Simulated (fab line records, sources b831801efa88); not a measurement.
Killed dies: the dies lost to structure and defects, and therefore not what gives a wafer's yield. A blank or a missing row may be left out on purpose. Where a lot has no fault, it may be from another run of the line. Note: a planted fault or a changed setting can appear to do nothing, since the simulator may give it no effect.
Problem report in the 8D (eight disciplines) form, filled by code / flow sky130 / the parts of the form that need people (team, actions taken, sign-off) are left out

## 1. THE ISSUE
LI_CONTACT_W_RS at SKY_LI_CONTACT_RS_MEAS_22 reads a mean of 0.348 ohm/sq on 7 wafers of 3 lots; wafers without a fault read 0.287 ohm/sq with a standard deviation of 0.0032. That is +19 standard deviations from the usual mean.
The step: measures by four-point-probe.
Earliest sighting: wafer L335.1 on filmMetro-03 at day 31 14:19. The record has a number at this step for 36 wafers belonging to 12 lots. Rule for "out" (also "out of limits"): further than 4 standard deviations from the usual mean. The rest of the wafers with a number are treated as sound.

## 2. WHAT IT IS, AND WHAT IT ISN'T
question=which readings at this step | is=LI_CONTACT_W_RS | is not=-
question=which lots | is=L335, L337, L339 | is not=L330, L331, L332, L334, L338, L340, L344, L351, L352
question=which wafers of those lots | is=L335.1, L335.6, L337.1, L337.4, L337.6, L339.1, L339.5 | is not=L335.2, L339.2
question=read on which gauges | is=filmMetro-02, filmMetro-03 | is not=filmMetro-04
question=when | is=from day 31 14:19 | is not=up to then (13 sound wafers); but 16 sound wafers of L338, L339, L340, L344, L351, L352 came after

## 3. SUSPECTS, AND WHAT RULES EACH OUT
Counting: if a tool at a process step up to the reading ran every lot that is out, it stays a suspect. Sound lots after the first of them don't rule it out here, since some wafers of a struck lot are sound.
- ruled out: the gauge at SKY_LI_CONTACT_RS_MEAS_22. 2 gauges (filmMetro-02, filmMetro-03) read the wafers that are out.
- cvdW-01 at SKY_LI_CONTACT_CVD_21 (deposits W, target thk 400 nm, time 120.56 s): kept. Every lot that is out went through it, the first being L335 (day 31 14:11); the last sound lot it ran before that was L334 (day 30 10:03).
- The sound lot-mates ran in chamber 1 of cvdW-01 at SKY_LI_CONTACT_CVD_21, but the wafers that are out ran in chamber 0.
Remaining after the count: cvdW-01 at SKY_LI_CONTACT_CVD_21.

## 4. THE CAUSE (what the simulator had put in)
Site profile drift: cvdW-01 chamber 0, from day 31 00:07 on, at SKY_LI_CONTACT_CVD_21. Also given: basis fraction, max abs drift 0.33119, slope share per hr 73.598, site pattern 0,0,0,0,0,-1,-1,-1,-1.
After counting, this tool was the only one left.

## 5. THE EFFECT CHAIN, in route order
One row per reading whose mean, taken over the struck wafers that have a number, lies over 3 standard deviations from the usual. Readings are gone through only where the record gives a usual standard deviation; hours: the median, over the lots, of the time from a lot's start at the first step in this table giving one to that lot's start at this step; sigmas: the change measured in usual standard deviations.
hours=0; step=SKY_LI_CONTACT_RS_MEAS_22; reading=LI_CONTACT_W_RS; usual=0.287 ohm/sq; on struck wafers=0.348; change=+0.061; sigmas=+19
hours=0; step=SKY_LI_CONTACT_THK_MEAS_23; reading=LI_CONTACT_W_THK; usual=406 nm; on struck wafers=349; change=-57; sigmas=-6.0

## 6. WHAT WOULD HAVE CAUGHT IT SOONER
The first out-of-limits reading at a measuring or inspecting step in this record came at day 31 14:19, 14 hours after the fault's start at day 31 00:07.
Tool readings at SKY_LI_CONTACT_CVD_21 with a usual standard deviation given in the record: none out on any struck wafer, hence no alarm at a limit of 4 standard deviations on them.
Of the lots that are out (3), L337, L339 began SKY_LI_CONTACT_CVD_21 on cvdW-01 after day 31 14:19. A hold on the tool at that time would have spared those 2.
